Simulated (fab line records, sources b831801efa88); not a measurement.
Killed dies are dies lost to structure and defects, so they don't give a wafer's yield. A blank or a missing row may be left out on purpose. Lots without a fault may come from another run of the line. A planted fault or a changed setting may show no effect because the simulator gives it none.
Which tool did it? | flow sky130 | 13 lots, 39 wafers sampled, at 5 steps of a route of 708

WHAT THE GAUGES READ, wafer by wafer
SKY_PWDE_TW_MEAS_10.
lot  | measured    | on            | PWDE_TW
L324 | day 3 17:11 | film_metro-03 | 366 366 367
L325 | day 4 00:22 | film_metro-04 | 371 368 369
L326 | day 4 09:17 | film_metro-01 | 377 373 375
L327 | day 4 15:22 | film_metro-03 | 365 367 366
L328 | day 4 19:27 | film_metro-01 | 374 377 377
L329 | day 5 03:13 | film_metro-04 | 372 372 373
L330 | day 5 06:19 | film_metro-01 | 376 375 375
L331 | day 5 09:53 | film_metro-01 | 376 374 374
L332 | day 5 13:55 | film_metro-04 | 372 371 372
L336 | day 6 14:08 | film_metro-04 | 375 372 371
L340 | day 8 02:01 | film_metro-04 | 372 373 371
L341 | day 8 10:18 | film_metro-03 | 367 369 370
L347 | day 9 07:04 | film_metro-04 | 368 368 370

SKY_SONOS_ONO_THK_MEAS_01.
lot  | measured     | on            | SONOS_ONO_OXIDATION_THK (nm)
L324 | day 11 02:59 | film_metro-01 | 2.60 2.65 2.62
L325 | day 11 14:00 | film_metro-01 | 2.61 2.62 2.66
L326 | day 12 04:21 | film_metro-01 | 2.62 2.57 2.62
L327 | day 12 11:17 | film_metro-01 | 2.66 2.64 2.62
L328 | day 12 15:24 | film_metro-03 | 2.52 2.57 2.55
L329 | day 13 04:22 | film_metro-03 | 2.51 2.57 2.52
L330 | day 13 06:55 | film_metro-03 | 2.54 2.58 2.58
L331 | day 13 11:23 | film_metro-01 | 2.58 2.60 2.49
L332 | day 13 18:40 | film_metro-02 | 2.56 2.58 2.52
L336 | day 15 09:08 | film_metro-03 | 2.55 2.55 2.54
L340 | day 17 12:28 | film_metro-02 | 3.02 3.03 3.02 2.97 3.06 3.03
L341 | day 17 23:59 | film_metro-03 | 2.95 2.99 2.93 2.95 2.97 2.98
L347 | day 19 02:47 | film_metro-03 | 2.58 2.62 2.60

SKY_LDD_HVN_OVL_MEAS_07.
lot  | measured     | on         | LDD_HVN_OVL (nm)
L324 | day 19 20:16 | overlay-02 | 1.8 2.3 0.6
L325 | day 20 05:47 | overlay-01 | 1.0 1.3 0.5
L326 | day 21 03:08 | overlay-01 | 1.6 2.8 0.7
L327 | day 21 09:52 | overlay-01 | -0.7 -2.8 -4.1
L328 | day 21 17:58 | overlay-02 | 2.5 1.6 -1.0
L329 | day 22 09:08 | overlay-01 | 0.3 0.6 0.8
L330 | day 22 12:52 | overlay-01 | 2.1 2.0 2.5
L331 | day 22 22:35 | overlay-02 | 1.6 2.6 2.5
L332 | day 23 01:53 | overlay-02 | -2.8 -1.1 -0.1
L336 | day 24 23:02 | overlay-01 | 0.2 0.3 -0.2
L340 | day 26 20:14 | overlay-02 | -2.0 -0.1 -0.9
L341 | day 27 19:11 | overlay-02 | 1.3 -0.8 1.8
L347 | day 28 08:35 | overlay-01 | 2.0 0.0 1.7

SKY_LDD_HVP_OVL_MEAS_07.
lot  | measured     | on         | LDD_HVP_OVL (nm)
L324 | day 21 02:37 | overlay-01 | 0.5 1.8 -1.0
L325 | day 21 12:38 | overlay-02 | -0.7 -1.0 -0.8
L326 | day 22 10:26 | overlay-02 | -2.3 -3.2 -1.7
L327 | day 22 16:52 | overlay-02 | 0.0 -1.2 -2.1
L328 | day 23 00:59 | overlay-01 | -1.2 -1.4 -0.8
L329 | day 23 15:10 | overlay-02 | 0.8 -0.5 -1.0
L330 | day 23 19:19 | overlay-02 | 1.7 -0.6 0.4
L331 | day 24 03:53 | overlay-01 | 1.4 0.8 0.8
L332 | day 24 06:38 | overlay-02 | -2.7 0.1 0.1
L336 | day 26 03:58 | overlay-02 | -1.9 -0.6 0.7
L340 | day 28 00:29 | overlay-02 | -0.2 0.0 -1.2
L341 | day 28 23:20 | overlay-02 | -1.5 0.1 -1.3
L347 | day 29 12:34 | overlay-01 | -1.9 -1.2 -0.2

WHICH TOOL RAN EACH LOT (tool, then ch and the chambers of the sampled wafers, then the start)
lot  | SKY_SONOS_ONO_OXIDATION_00
L324 | furnace-02 ch 0, day 11 01:38
L325 | furnace-02 ch 0, day 11 12:40
L326 | furnace-02 ch 0, day 12 02:59
L327 | furnace-02 ch 0, day 12 09:56
L328 | furnace-01 ch 0, day 12 14:04
L329 | furnace-02 ch 0, day 13 03:01
L330 | furnace-01 ch 0, day 13 05:34
L331 | furnace-01 ch 0, day 13 10:02
L332 | furnace-01 ch 0, day 13 17:19
L336 | furnace-01 ch 0, day 15 07:47
L340 | furnace-02 ch 0, day 17 11:08
L341 | furnace-02 ch 0, day 17 22:38
L347 | furnace-01 ch 0, day 19 01:26
- SKY_SONOS_ONO_OXIDATION_00: stabilise 600 s, purge 300 s, target thk 2.6 nm.

WHAT THE TOOLS THEMSELVES READ (means of the sampled wafers that have a number; where no wafer has one, the mark that the record gives instead)
SKY_SONOS_ONO_OXIDATION_00.
lot  | tool       | ox_temp_c (C) | spike_tc_centre_C (C) | zone_power_top_pct (%)
L324 | furnace-02 | 800.5         | 798.7                 | 28.2
L325 | furnace-02 | 800.3         | 799.4                 | 28.3
L326 | furnace-02 | 799.7         | 798.9                 | 28.2
L327 | furnace-02 | 800.0         | 799.2                 | 28.0
L328 | furnace-01 | 799.7         | 799.7                 | 29.0
L329 | furnace-02 | 799.8         | 797.9                 | 28.1
L330 | furnace-01 | 800.1         | 799.6                 | 29.2
L331 | furnace-01 | 800.1         | 798.6                 | 28.9
L332 | furnace-01 | 799.7         | 798.8                 | 29.3
L336 | furnace-01 | 799.6         | 799.3                 | 29.1
L340 | furnace-02 | 800.4         | 798.8                 | 28.2
L341 | furnace-02 | 800.3         | 798.0                 | 28.3
L347 | furnace-01 | 799.9         | 799.7                 | 29.0

THE ANSWER, worked out from the rows above alone
Rule: what is usual is taken from the lots themselves. Put in order of their means at a reading, lots are off if they are a third of the lots or fewer, leave a main group of 4 or more, and stand apart from it by a gap of 3 or more times the standard deviation of the main group's means; of several such gaps the widest counts. A main group whose means are all the same, to the digits that the tables above print for the reading, isn't used. A lot without any number at a reading at which 4 lots or more have one is off too. The other lots that the step has rows for count as sound. The gauges are gone through in route order, then the tools' own readings, and for those a lot's mean is taken as printed above. The first step at which some lot is off is used, and at that step the reading that is off furthest; a lot without a number counts as furthest.
Off: L340, L341, at SKY_SONOS_ONO_THK_MEAS_01 (SONOS_ONO_OXIDATION_THK). The main group: mean 2.58 nm, standard deviation 0.037.
A tool fits if, at a process step before that reading, it ran every lot that is off, and no sound lot after the first of them. The gauges at SKY_SONOS_ONO_THK_MEAS_01 are tried like those tools. One fits: furnace-02 at SKY_SONOS_ONO_OXIDATION_00. Its last sound lot is L329 (day 13 03:01), its first lot that is off L340 (day 17 11:08): a fault that began between those two fits.

WHAT THE SIMULATOR HAD PUT IN
Process parameter drift: furnace-02, from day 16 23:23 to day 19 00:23, at SKY_SONOS_ONO_OXIDATION_00. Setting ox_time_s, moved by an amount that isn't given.
Lots struck among those shown: L340, L341. The rule above found the same.
